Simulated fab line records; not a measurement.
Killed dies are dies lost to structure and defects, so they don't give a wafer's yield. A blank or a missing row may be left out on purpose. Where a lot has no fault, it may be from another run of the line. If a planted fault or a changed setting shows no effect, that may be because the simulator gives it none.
Comparing a struck lot with a sound one :: flow gf180mcu :: 15 steps out of a route of 602
Sound: wafers L539.3, L539.4, L539.6. Struck: wafers L560.2, L560.3, L560.6. The cause comes at the end.
Each step with rows lists, per side, the tool, then ch with its chambers, then its first start. Under that, the readings that differ: sound wafers :: struck wafers :: difference of the means :: sigmas: that difference in standard deviations of wafers without a fault.
alike: readings with means less than 2 such deviations apart, plus words and numbers identical on both sides. not compared: withheld readings, readings lacking a value on some wafer, bounds such as >300 that could conceal the same value, and numbers that have no deviation in the record and whose values overlap.
Wherever a step has rows on one side only, a row that says differs or no value, or a row with sigmas, the two part there. Numbers that don't overlap but have no deviation are shown without sigmas and don't part them. A reading that every wafer of one side lacks parts them only if that side has two wafers or more.

first, 3 steps without rows for these wafers: GF_V2_EXPOSE_11 (exposes mask Via2, target cd 260 nm); GF_V2_PEB_12 (peb time 90 s); GF_V2_DEVELOP_13 (develop time 60 s).
GF_V2_CD_MEAS_14: the cd target is 260 nm.
  struck on cdSem-01, day 27 23:38; sound on cdSem-02, day 21 01:29
  alike: cdNm
GF_V2_OVL_MEAS_15:
  struck on overlay-02, day 27 23:44; sound on overlay-01, day 21 01:35
  alike: V2_OVL
GF_V2_ETCH_16: etches BARC in N2/H2.
  sound on rieDiel-02 ch 0,3, day 21 01:37; struck on rieDiel-01 ch 1,3, day 27 23:46
  alike: chamberPressureMTorr, drypumpMotorCurrentA, oesProductAu, throttleValvePct
GF_V2_ETCH_17: etches SiO2 in C4F8/O2/Ar, stops on TiN, target depth 630 nm.
  sound on rieDiel-02 ch 0,3; struck on rieDiel-01 ch 1,3
  alike: chamberPressureMTorr, oesProductAu
GF_V2_STRIP_18: strips in O2/N2.
  sound on plasmaAsher-03 ch 0,1, day 21 01:46; struck on plasmaAsher-03 ch 0,1, day 27 23:54
  alike: chamberPressureMTorr, drypumpMotorCurrentA, heaterPowerW, oesProductAu
  not compared: rfHoursCounterH
then, 2 steps without rows for these wafers: GF_V2_STRIP_19 (strips in post etch residue remover, time 1200 s); GF_V2_CLEAN_20 (cleans in DIW).
GF_V2_SPUTTER_21: material Ti, target thk 15 nm, time 80.02 s.
  struck on pvdSputter-03, day 28 00:26; sound on pvdSputter-03, day 21 02:16
  alike: substrateTempC, throttleValvePct
GF_V2_SPUTTER_22: material TiN, target thk 10 nm, time 40 s.
  struck on pvdSputter-03, day 28 00:29; sound on pvdSputter-03, day 21 02:20
  alike: throttleValvePct
GF_V2_CVD_23: deposits W, target thk 350 nm, time 104.94 s.
  sound on cvdW-02 ch 0,1, day 21 02:25; struck on cvdW-01 ch 0,1, day 28 00:32
reading: model.W_of_V2_CVD_23.thkNm (nm)
sound: 355.8 356.9 355.5
struck: 362.6 358 363.3
difference: +5.2
sigmas: 
  alike: chamberPressureTorr, heaterPowerW
GF_V2_RS_MEAS_24: a four-point-probe measurement.
  struck on filmMetro-04, day 28 00:40; sound on filmMetro-03, day 21 02:31
  alike: V2_W_RS
GF_V2_THK_MEAS_25: measures by xrf.
  struck on filmMetro-04, day 28 00:46; sound on filmMetro-03, day 21 02:37
  alike: V2_W_THK

== WHERE THEY PART ==
Nowhere in this record.

WHY: whatever the simulator had introduced
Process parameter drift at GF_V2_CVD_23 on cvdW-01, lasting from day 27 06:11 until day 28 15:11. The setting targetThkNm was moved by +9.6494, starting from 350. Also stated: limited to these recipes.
